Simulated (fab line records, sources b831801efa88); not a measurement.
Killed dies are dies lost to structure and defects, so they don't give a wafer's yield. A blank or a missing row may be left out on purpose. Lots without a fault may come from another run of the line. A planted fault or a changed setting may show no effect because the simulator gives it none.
fab line records | flow gf180mcu
record lots=24 wafers=72 last_day=34
route steps=602 shown V2@396 V4@490 MIM@505 V5@556 PASSIVATION@598
lots that met no fault: from a run of the same line without faults
start_h: hours from the record's first day to the start of the lot's first wafer shown | wait_h: hours since the lot's step before | " the same as in the row above | L1.1+2: a row that stands for several wafers | - no value, or no start given | * or withheld: withheld | < > ~ a bound
route shown NAME@n: a module of which the file shows steps, and the number in the route of the first | usual: mean/standard deviation of fault-free wafers | same: alike in all rows | chamber/n: place in a boat | sites: the reading at each site | _std_site: their standard deviation | _edge_site: outer sites' mean less inner sites' | radius_mm: how far each site lies from the wafer's centre | mask NAME#n: copy n | behind: the tool/chamber that last shaped the wafer | hold: why the lot was held/for how many hours/how that ended | device: the transistor (n, p or np) that didn't switch | end of line: the same wafers' tests at the end of the route | a step without rows: its recipe alone | killed: dies lost to structure and defects at the first sort, not the wafer's yield | map: a wafer's dies, x killed, . not, _ none there
set.NAME: the setting as run; set.NAME@STEP: as run at that earlier step | model.NAME: the simulator's own value behind a step, which no gauge read
steps of the route over a sample of lots; a table a step, a row a wafer
services: from which hour (start_h, from the record's first day; less than 0 if before it) a tool's chamber was out of use, for how many hours, and why
## steps
# step GF_V2_CD_MEAS_14
# recipe target_cd_nm=260
# usual cd_nm=260.3/1.1
# columns lot.wafer tool chamber start_h wait_h cd_nm
L074.1 cd_sem-01 - 464.60 0.1 259.7
L074.2 " - " " 258.9
L074.3 " - " " 261.1
L075.1 cd_sem-02 - 474.30 0.1 259.6
L075.5 " - " " 260.3
L075.6 " - " " 259.1
L076.1 cd_sem-02 - 480.21 0.1 257.1
L076.3 " - " " 258.1
L076.6 " - " " 258.0
L077.2 cd_sem-01 - 496.42 0.1 260.3
L077.3 " - " " 263.2
L077.4 " - " " 262.9
L078.1 cd_sem-02 - 502.26 0.1 259.9
L078.4 " - " " 260.4
L078.5 " - " " 260.5
L079.2 cd_sem-01 - 513.11 0.1 260.9
L079.4 " - " " 260.6
L079.5 " - " " 260.3
L080.1 cd_sem-01 - 518.85 0.1 262.0
L080.5 " - " " 260.9
L080.6 " - " " 261.8
L081.2 cd_sem-01 - 526.98 0.1 259.8
L081.3 " - " " 260.2
L081.4 " - " " 260.2
L082.1 cd_sem-01 - 532.69 0.1 261.6
L082.3 " - " " 262.6
L082.6 " - " " 261.3
L083.2 cd_sem-01 - 540.07 0.1 259.5
L083.5 " - " " 259.8
L083.6 " - " " 261.3
L084.1 cd_sem-02 - 553.40 0.1 258.2
L084.4 " - " " 259.4
L084.6 " - " " 257.9
L085.1 cd_sem-01 - 568.11 0.1 261.8
L085.5 " - " " 261.8
L085.6 " - " " 261.7
L086.2 cd_sem-01 - 568.78 0.1 260.4
L086.4 " - " " 260.0
L086.5 " - " " 260.2
L087.2 cd_sem-02 - 575.96 0.1 260.8
L087.5 " - " " 260.0
L087.6 " - " " 259.5
L088.1 cd_sem-01 - 580.59 0.1 259.9
L088.3 " - " " 260.3
L088.5 " - " " 259.5
L089.1 cd_sem-01 - 587.46 0.1 259.9
L089.5 " - " " 260.2
L089.6 " - " " 260.0
L090.2 cd_sem-02 - 598.17 0.1 259.9
L090.4 " - " " 260.0
L090.6 " - " " 259.7
L091.1 cd_sem-01 - 604.54 0.1 260.9
L091.2 " - " " 261.5
L091.3 " - " " 259.8
L092.2 cd_sem-01 - 610.67 0.1 261.2
L092.4 " - " " 260.2
L092.6 " - " " 259.6
L093.2 cd_sem-01 - 618.86 0.1 260.0
L093.3 " - " " 260.8
L093.6 " - " " 260.3
L094.2 cd_sem-01 - 627.66 0.1 261.2
L094.4 " - " " 259.6
L094.5 " - " " 260.4
L095.1 cd_sem-01 - 639.34 0.1 260.6
L095.3 " - " " 259.4
L095.6 " - " " 259.7
L096.1 cd_sem-01 - 640.85 0.1 260.0
L096.2 " - " " 259.9
L096.4 " - " " 261.9
L097.1 cd_sem-01 - 646.41 0.1 261.4
L097.2 " - " " 260.9
L097.6 " - " " 261.0
# step GF_V2_RS_MEAS_24
# recipe thk_meas_gauge=four-point-probe reads=W_of_V2_CVD_23+TiN_of_V2_SPUTTER_22+Ti_of_V2_SPUTTER_21
# usual V2_W_RS=0.329/0.0045
# columns lot.wafer tool chamber start_h wait_h V2_W_RS[ohm/sq]
L074.1 film_metro-02 - 465.63 0.1 0.325
L074.2 " - " " 0.329
L074.3 " - " " 0.317
L075.1 film_metro-01 - 475.44 0.2 0.324
L075.5 " - " " 0.323
L075.6 " - " " 0.327
L076.1 film_metro-02 - 481.25 0.1 0.330
L076.3 " - " " 0.331
L076.6 " - " " 0.323
L077.2 film_metro-01 - 497.45 0.1 0.329
L077.3 " - " " 0.325
L077.4 " - " " 0.332
L078.1 film_metro-04 - 503.42 0.1 0.330
L078.4 " - " " 0.331
L078.5 " - " " 0.333
L079.2 film_metro-01 - 514.17 0.1 0.327
L079.4 " - " " 0.328
L079.5 " - " " 0.327
L080.1 film_metro-02 - 519.91 0.1 0.333
L080.5 " - " " 0.332
L080.6 " - " " 0.337
L081.2 film_metro-01 - 528.04 0.1 0.334
L081.3 " - " " 0.331
L081.4 " - " " 0.334
L082.1 film_metro-02 - 533.76 0.1 0.329
L082.3 " - " " 0.327
L082.6 " - " " 0.330
L083.2 film_metro-04 - 541.11 0.1 0.329
L083.5 " - " " 0.339
L083.6 " - " " 0.334
L084.1 film_metro-01 - 554.43 0.1 0.333
L084.4 " - " " 0.336
L084.6 " - " " 0.335
L085.1 film_metro-02 - 569.14 0.1 0.329
L085.5 " - " " 0.333
L085.6 " - " " 0.331
L086.2 film_metro-02 - 569.81 0.1 0.327
L086.4 " - " " 0.329
L086.5 " - " " 0.324
L087.2 film_metro-04 - 577.01 0.1 0.331
L087.5 " - " " 0.331
L087.6 " - " " 0.326
L088.1 film_metro-04 - 581.63 0.1 0.325
L088.3 " - " " 0.328
L088.5 " - " " 0.327
L089.1 film_metro-04 - 588.49 0.1 0.329
L089.5 " - " " 0.325
L089.6 " - " " 0.332
L090.2 film_metro-04 - 599.20 0.1 0.332
L090.4 " - " " 0.325
L090.6 " - " " 0.329
L091.1 film_metro-02 - 605.68 0.2 0.329
L091.2 " - " " 0.333
L091.3 " - " " 0.331
L092.2 film_metro-04 - 611.71 0.1 0.333
L092.4 " - " " 0.333
L092.6 " - " " 0.333
L093.2 film_metro-02 - 619.89 0.1 0.322
L093.3 " - " " 0.320
L093.6 " - " " 0.323
L094.2 film_metro-02 - 628.69 0.1 0.329
L094.4 " - " " 0.326
L094.5 " - " " 0.324
L095.1 film_metro-02 - 640.38 0.1 0.323
L095.3 " - " " 0.326
L095.6 " - " " 0.320
L096.1 film_metro-01 - 641.94 0.1 0.322
L096.2 " - " " 0.331
L096.4 " - " " 0.320
L097.1 film_metro-02 - 647.47 0.1 0.335
L097.2 " - " " 0.329
L097.6 " - " " 0.329
# step GF_V4_CD_MEAS_14
# recipe target_cd_nm=260
# usual cd_nm=260.6/0.97
# columns lot.wafer tool chamber start_h wait_h cd_nm
L074.1 cd_sem-01 - 564.09 0.1 260.7
L074.2 " - " " 261.7
L074.3 " - " " 261.4
L075.1 cd_sem-02 - 572.90 0.1 260.1
L075.5 " - " " 261.8
L075.6 " - " " 261.1
L076.1 cd_sem-01 - 576.21 0.1 260.0
L076.3 " - " " 261.9
L076.6 " - " " 260.2
L077.2 cd_sem-02 - 591.21 0.1 261.1
L077.3 " - " " 261.1
L077.4 " - " " 260.3
L078.1 cd_sem-01 - 597.41 0.1 260.6
L078.4 " - " " 260.5
L078.5 " - " " 260.4
L079.2 cd_sem-02 - 607.42 0.1 260.7
L079.4 " - " " 261.3
L079.5 " - " " 260.6
L080.1 cd_sem-02 - 609.31 0.1 263.5
L080.5 " - " " 262.1
L080.6 " - " " 261.6
L081.2 cd_sem-01 - 620.72 0.1 260.4
L081.3 " - " " 260.1
L081.4 " - " " 259.7
L082.1 cd_sem-02 - 623.46 0.1 261.7
L082.3 " - " " 262.9
L082.6 " - " " 262.5
L083.2 cd_sem-01 - 630.33 0.1 259.6
L083.5 " - " " 259.1
L083.6 " - " " 258.5
L084.1 cd_sem-01 - 644.51 0.1 260.1
L084.4 " - " " 259.5
L084.6 " - " " 259.2
L085.1 cd_sem-02 - 656.80 0.1 260.7
L085.5 " - " " 260.6
L085.6 " - " " 260.5
L086.2 cd_sem-01 - 657.17 0.1 261.1
L086.4 " - " " 261.0
L086.5 " - " " 262.0
L087.2 cd_sem-02 - 663.87 0.1 260.1
L087.5 " - " " 260.8
L087.6 " - " " 260.4
L088.1 cd_sem-01 - 667.15 0.1 261.9
L088.3 " - " " 260.6
L088.5 " - " " 261.0
L089.1 cd_sem-02 - 673.10 0.1 260.8
L089.5 " - " " 261.1
L089.6 " - " " 259.6
L090.2 cd_sem-02 - 684.92 0.1 260.4
L090.4 " - " " 258.9
L090.6 " - " " 260.0
L091.1 cd_sem-01 - 689.39 0.1 260.8
L091.2 " - " " 259.9
L091.3 " - " " 260.3
L092.2 cd_sem-02 - 694.32 0.1 261.3
L092.4 " - " " 260.7
L092.6 " - " " 260.3
L093.2 cd_sem-01 - 702.47 0.1 261.4
L093.3 " - " " 259.7
L093.6 " - " " 260.6
L094.2 cd_sem-01 - 709.92 0.1 261.0
L094.4 " - " " 260.7
L094.5 " - " " 261.7
L095.1 cd_sem-02 - 721.66 0.1 261.0
L095.3 " - " " 259.5
L095.6 " - " " 259.3
L096.1 cd_sem-02 - 722.91 0.1 260.2
L096.2 " - " " 261.0
L096.4 " - " " 260.2
L097.1 cd_sem-02 - 728.19 0.1 260.0
L097.2 " - " " 259.5
L097.6 " - " " 259.1
# step GF_MIM_SPUTTER_02
# recipe material=AlCu target_thk_nm=450 power_w=10600 time_s=23.9 chamber_pressure_pa=0.4
# usual throttle_valve_pct=30.3/1.4
# columns lot.wafer tool chamber start_h wait_h throttle_valve_pct
L074.1 pvd_sputter-01 - 565.73 0.0 30.1
L074.2 " - " " 31.3
L074.3 " - " " 29.3
L075.1 pvd_sputter-01 - 574.54 0.0 29.8
L075.5 " - " " 29.3
L075.6 " - " " 31.0
L076.1 pvd_sputter-03 - 578.32 0.0 30.6
L076.3 " - " " 29.0
L076.6 " - " " 30.6
L077.2 pvd_sputter-01 - 592.90 0.0 29.4
L077.3 " - " " 31.1
L077.4 " - " " 30.1
L078.1 pvd_sputter-03 - 599.62 0.0 28.6
L078.4 " - " " 30.6
L078.5 " - " " 30.9
L079.2 pvd_sputter-03 - 609.04 0.0 28.5
L079.4 " - " " 30.9
L079.5 " - " " 30.7
L080.1 pvd_sputter-01 - 610.95 0.0 29.6
L080.5 " - " " 29.8
L080.6 " - " " 30.7
L081.2 pvd_sputter-03 - 622.34 0.0 28.7
L081.3 " - " " 30.9
L081.4 " - " " 30.7
L082.1 pvd_sputter-04 - 625.13 0.0 32.1
L082.3 " - " " 29.2
L082.6 " - " " 32.1
L083.2 pvd_sputter-04 - 631.98 0.0 31.5
L083.5 " - " " 31.8
L083.6 " - " " 31.9
L084.1 pvd_sputter-04 - 646.19 0.0 28.3
L084.4 " - " " 28.9
L084.6 " - " " 32.1
L085.1 pvd_sputter-04 - 658.55 0.0 28.8
L085.5 " - " " 31.3
L085.6 " - " " 29.0
L086.2 pvd_sputter-01 - 658.96 0.0 29.4
L086.4 " - " " 30.9
L086.5 " - " " 29.9
L087.2 pvd_sputter-04 - 665.61 0.0 29.1
L087.5 " - " " 31.2
L087.6 " - " " 28.1
L088.1 pvd_sputter-01 - 668.94 0.0 29.9
L088.3 " - " " 29.5
L088.5 " - " " 30.7
L089.1 pvd_sputter-01 - 674.74 0.0 29.8
L089.5 " - " " 29.5
L089.6 " - " " 29.7
L090.2 pvd_sputter-04 - 686.54 0.0 31.7
L090.4 " - " " 31.9
L090.6 " - " " 29.0
L091.1 pvd_sputter-01 - 691.03 0.0 30.0
L091.2 " - " " 31.0
L091.3 " - " " 29.4
L092.2 pvd_sputter-03 - 695.97 0.0 30.6
L092.4 " - " " 30.5
L092.6 " - " " 28.9
L093.2 pvd_sputter-03 - 704.10 0.0 31.0
L093.3 " - " " 28.5
L093.6 " - " " 30.8
L094.2 pvd_sputter-04 - 711.67 0.0 31.2
L094.4 " - " " 32.2
L094.5 " - " " 29.0
L095.1 pvd_sputter-03 - 723.33 0.0 30.9
L095.3 " - " " 33.2
L095.6 " - " " 33.2
L096.1 pvd_sputter-03 - 724.55 0.0 30.6
L096.2 " - " " 33.1
L096.4 " - " " 30.9
L097.1 pvd_sputter-03 - 729.83 0.0 28.9
L097.2 " - " " 33.3
L097.6 " - " " 30.7
# step GF_V5_ETCH_16
# recipe chemistry=N2/H2 target_depth_a=withheld overetch_a=withheld time_s=withheld target=BARC ion_energy_ev=200 source_w=500 bias_w=100 pressure_mtorr=30 n2_flow_sccm=100 h2_flow_sccm=200
# usual drypump_motor_current_A=5.8/0.42 h2_flow_sccm=200.0/0.56 oes_product_au=0.856/0.0048 throttle_valve_pct=13.224/0.0096
# columns lot.wafer tool chamber start_h wait_h drypump_motor_current_A h2_flow_sccm oes_product_au throttle_valve_pct
L074.1 rie_diel-01 1 629.77 0.0 5.4 197.9 0.861 13.226
L074.2 " 2 " " 5.4 200.1 0.855 13.228
L074.3 " 3 " " 5.8 199.8 0.861 13.229
L075.1 rie_diel-03 3 639.15 0.0 5.8 200.5 0.850 13.224
L075.5 " 0 " " 5.7 199.2 0.853 13.216
L075.6 " 3 " " 5.8 199.5 0.866 13.208
L076.1 rie_diel-04 3 641.72 0.0 5.7 200.3 0.857 13.211
L076.3 " 2 " " 6.3 199.2 0.853 13.231
L076.6 " 3 " " 5.7 200.9 0.860 13.217
L077.2 rie_diel-04 0 656.90 0.0 6.7 199.4 0.848 13.219
L077.3 " 1 " " 5.9 199.8 0.858 13.221
L077.4 " 3 " " 5.8 200.1 0.861 13.231
L078.1 rie_diel-03 0 661.36 0.0 5.7 200.0 0.848 13.218
L078.4 " 1 " " 5.3 200.6 0.854 13.220
L078.5 " 3 " " 5.8 199.7 0.855 13.223
L079.2 rie_diel-04 0 670.30 0.0 6.7 200.2 0.859 13.220
L079.4 " 1 " " 5.9 199.9 0.852 13.229
L079.5 " 1 " " 5.9 200.1 0.858 13.216
L080.1 rie_diel-01 3 672.30 0.0 5.8 199.0 0.861 13.212
L080.5 " 0 " " 6.4 199.8 0.858 13.231
L080.6 " 1 " " 5.4 201.1 0.865 13.235
L081.2 rie_diel-04 2 683.80 0.0 6.3 199.7 0.849 13.219
L081.3 " 3 " " 5.8 199.5 0.862 13.242
L081.4 " 0 " " 6.7 199.8 0.849 13.233
L082.1 rie_diel-04 3 686.40 0.0 5.8 199.2 0.856 13.209
L082.3 " 0 " " 6.7 200.7 0.860 13.243
L082.6 " 0 " " 6.7 199.8 0.857 13.225
L083.2 rie_diel-01 3 690.45 0.0 5.8 199.5 0.856 13.214
L083.5 " 3 " " 5.8 200.7 0.857 13.230
L083.6 " 0 " " 6.3 200.2 0.851 13.214
L084.1 rie_diel-03 0 705.85 0.0 5.7 199.8 0.854 13.217
L084.4 " 2 " " 5.3 200.3 0.859 13.232
L084.6 " 1 " " 5.3 199.6 0.854 13.232
L085.1 rie_diel-03 3 717.11 0.0 5.8 200.6 0.856 13.221
L085.5 " 2 " " 5.2 200.1 0.869 13.238
L085.6 " 3 " " 5.8 201.0 0.863 13.231
L086.2 rie_diel-04 0 717.46 0.0 6.7 200.8 0.864 13.230
L086.4 " 3 " " 5.7 199.6 0.858 13.217
L086.5 " 2 " " 6.3 199.8 0.859 13.211
L087.2 rie_diel-03 2 723.20 0.0 5.2 199.3 0.851 13.207
L087.5 " 0 " " 5.7 200.4 0.848 13.222
L087.6 " 1 " " 5.3 199.7 0.852 13.222
L088.1 rie_diel-03 3 726.90 0.0 5.9 200.4 0.855 13.218
L088.3 " 0 " " 5.7 200.2 0.855 13.237
L088.5 " 2 " " 5.2 199.4 0.860 13.214
L089.1 rie_diel-03 0 732.15 0.0 5.7 200.0 0.854 13.221
L089.5 " 2 " " 5.2 199.3 0.859 13.207
L089.6 " 1 " " 5.3 199.8 0.855 13.225
L090.2 rie_diel-04 1 742.46 0.0 5.9 200.8 0.858 13.220
L090.4 " 3 " " 5.8 200.3 0.848 13.227
L090.6 " 1 " " 6.0 200.3 0.857 13.210
L091.1 rie_diel-01 1 746.20 0.0 5.4 200.7 0.852 13.215
L091.2 " 0 " " 6.3 200.0 0.860 13.237
L091.3 " 3 " " 5.8 200.0 0.857 13.234
L092.2 rie_diel-01 1 751.46 0.0 5.4 200.8 0.855 13.236
L092.4 " 0 " " 6.4 199.2 0.859 13.231
L092.6 " 3 " " 5.9 199.4 0.859 13.217
L093.2 rie_diel-03 3 759.00 0.0 5.8 200.4 0.854 13.216
L093.3 " 2 " " 5.3 200.7 0.856 13.220
L093.6 " 2 " " 5.2 200.5 0.861 13.223
L094.2 rie_diel-01 0 765.21 0.0 6.3 199.9 0.858 13.215
L094.4 " 1 " " 5.4 200.7 0.856 13.228
L094.5 " 3 " " 5.8 199.3 0.857 13.219
L095.1 rie_diel-03 3 775.44 0.0 5.8 200.0 0.847 13.254
L095.3 " 1 " " 5.2 200.7 0.855 13.237
L095.6 " 1 " " 5.2 200.3 0.846 13.225
L096.1 rie_diel-03 1 776.39 0.0 5.3 199.8 0.852 13.221
L096.2 " 2 " " 5.2 200.0 0.846 13.221
L096.4 " 0 " " 5.7 199.9 0.849 13.207
L097.1 rie_diel-04 3 780.49 0.0 5.8 198.8 0.852 13.234
L097.2 " 2 " " 6.3 199.5 0.856 13.207
L097.6 " 3 " " 5.7 199.7 0.860 13.227
# step GF_PASSIVATION_ETCH_11
# recipe chemistry=CF4/O2 target_depth_nm=2040 stop_on=TiN source_w=800 bias_w=150 pressure_mtorr=150 cf4_flow_sccm=80 O2_flow_sccm=10 time_s=453.3
# usual drypump_motor_current_A=5.9/0.43 oes_product_au=0.990/0.0083 throttle_valve_pct=5.967/0.0098
# columns lot.wafer tool chamber start_h wait_h drypump_motor_current_A oes_product_au rf_hours_counter_h throttle_valve_pct
L074.1 rie_diel-03 2 671.55 - 5.2 0.993 11 5.963
L074.2 " 1 " " 5.2 0.987 17 5.977
L074.3 " 3 " " 5.8 0.989 28 5.956
L075.1 rie_diel-04 1 680.84 - 5.9 0.998 3 5.993
L075.5 " 0 " " 6.7 0.988 - 5.977
L075.6 " 3 " " 5.8 0.977 - 5.959
L076.1 rie_diel-02 2 683.29 - 5.9 0.996 20 5.986
L076.3 " 1 " " 5.3 0.996 8 5.977
L076.6 " 3 " " 5.4 0.997 - 5.956
L077.2 rie_diel-03 0 697.29 - 5.7 0.989 15 5.971
L077.3 " 2 " " 5.2 0.985 12 5.974
L077.4 " 1 " " 5.3 0.983 17 5.958
L078.1 rie_diel-03 0 702.76 - 5.7 0.994 16 5.968
L078.4 " 3 " " 5.8 1.003 29 5.947
L078.5 " 1 " " 5.3 0.980 - 5.967
L079.2 rie_diel-02 3 710.46 - 5.5 0.987 15 5.966
L079.4 " 0 " " 6.1 0.975 9 5.956
L079.5 " 3 " " 5.5 0.980 - 5.963
L080.1 rie_diel-04 3 712.40 - 5.8 0.988 3 5.957
L080.5 " 0 " " 6.6 0.996 - 5.964
L080.6 " 1 " " 5.9 1.001 - 5.967
L081.2 rie_diel-04 0 723.40 - 6.7 0.992 17 5.974
L081.3 " 2 " " 6.2 0.994 40 5.949
L081.4 " 3 " " 5.8 0.978 3 5.969
L082.1 rie_diel-04 2 726.00 - 6.2 0.982 40 5.982
L082.3 " 3 " " 5.8 0.971 4 5.972
L082.6 " 2 " " 6.2 0.989 - 5.979
L083.2 rie_diel-04 3 729.41 - 5.8 0.981 4 5.982
L083.5 " 3 " " 5.7 0.976 - 5.960
L083.6 " 2 " " 6.2 0.990 - 5.961
L084.1 rie_diel-03 1 743.90 - 5.3 0.977 20 5.952
L084.4 " 0 " " 5.7 0.984 17 5.975
L084.6 " 3 " " 5.8 0.996 - 5.979
L085.1 rie_diel-04 0 752.94 - 6.6 0.997 18 5.969
L085.5 " 3 " " 5.8 0.972 - 5.953
L085.6 " 0 " " 6.7 0.989 - 5.979
L086.2 rie_diel-03 0 753.51 - 5.7 0.986 18 5.977
L086.4 " 1 " " 5.2 0.975 20 5.957
L086.5 " 1 " " 5.3 0.970 - 5.972
L087.2 rie_diel-04 3 759.61 - 5.8 0.986 5 5.966
L087.5 " 1 " " 5.9 0.989 - 5.974
L087.6 " 2 " " 6.2 0.999 - 5.982
L088.1 rie_diel-04 2 762.59 - 6.2 0.999 42 5.965
L088.3 " 0 " " 6.7 1.000 19 5.977
L088.5 " 0 " " 6.7 0.994 - 5.985
L089.1 rie_diel-02 3 767.66 - 5.5 0.996 17 5.952
L089.5 " 0 " " 6.1 0.976 - 5.964
L089.6 " 3 " " 5.5 0.998 - 5.977
L090.2 rie_diel-02 0 777.94 - 6.2 0.983 12 5.953
L090.4 " 3 " " 5.5 0.990 18 5.970
L090.6 " 1 " " 5.3 0.990 - 5.967
L091.1 rie_diel-03 0 781.41 - 5.7 0.991 20 5.956
L091.2 " 2 " " 5.2 0.997 16 5.970
L091.3 " 1 " " 5.2 0.976 21 5.955
L092.2 rie_diel-02 3 786.84 - 5.5 0.982 18 5.961
L092.4 " 0 " " 6.1 0.982 13 5.980
L092.6 " 3 " " 5.4 0.991 - 5.963
L093.2 rie_diel-04 3 792.54 - 5.7 0.980 7 5.957
L093.3 " 1 " " 5.9 0.990 8 5.970
L093.6 " 3 " " 5.7 0.979 - 5.967
L094.2 rie_diel-04 3 798.26 - 5.7 0.972 7 5.963
L094.4 " 0 " " 6.7 0.992 20 5.963
L094.5 " 3 " " 5.8 0.981 - 5.957
L095.1 rie_diel-04 1 808.54 - 5.9 0.993 9 5.971
L095.3 " 3 " " 5.8 0.977 8 5.950
L095.6 " 3 " " 5.8 0.977 - 5.949
L096.1 rie_diel-04 1 809.79 - 5.9 0.997 10 5.968
L096.2 " 3 " " 5.7 0.989 8 5.957
L096.4 " 3 " " 5.7 0.977 - 5.974
L097.1 rie_diel-03 2 812.94 - 5.2 0.994 18 5.972
L097.2 " 3 " " 5.8 0.988 35 5.967
L097.6 " 2 " " 5.2 1.001 - 5.974
## services
# columns tool chamber start_h hours kind
rie_diel-04 3 547.80 23.8 repair
rie_diel-03 0 551.66 10.7 repair
rie_diel-03 - 553.15 4.0 repair
rie_diel-03 1 554.30 4.4 repair
rie_diel-01 - 564.63 0.9 repair
rie_diel-02 - 565.33 0.5 repair
rie_diel-03 - 573.87 15.6 pm
rie_diel-01 2 574.35 7.9 repair
rie_diel-01 - 576.40 0.5 repair
rie_diel-02 1 582.64 5.6 repair
rie_diel-02 3 583.86 10.8 repair
rie_diel-04 3 590.14 4.1 repair
pvd_sputter-03 - 597.82 0.7 repair
rie_diel-01 0 607.86 22.4 repair
rie_diel-02 2 627.29 5.4 repair
rie_diel-02 0 646.44 8.2 repair
rie_diel-03 2 655.50 4.9 repair
rie_diel-02 0 679.09 3.4 repair
rie_diel-01 2 709.50 3.9 repair
pvd_sputter-01 - 727.12 3.4 repair
pvd_sputter-04 - 729.64 0.5 repair
pvd_sputter-03 - 734.65 2.4 repair
pvd_sputter-04 - 796.67 0.8 repair
rie_diel-04 - 800.29 2.8 pm
## key
fault none
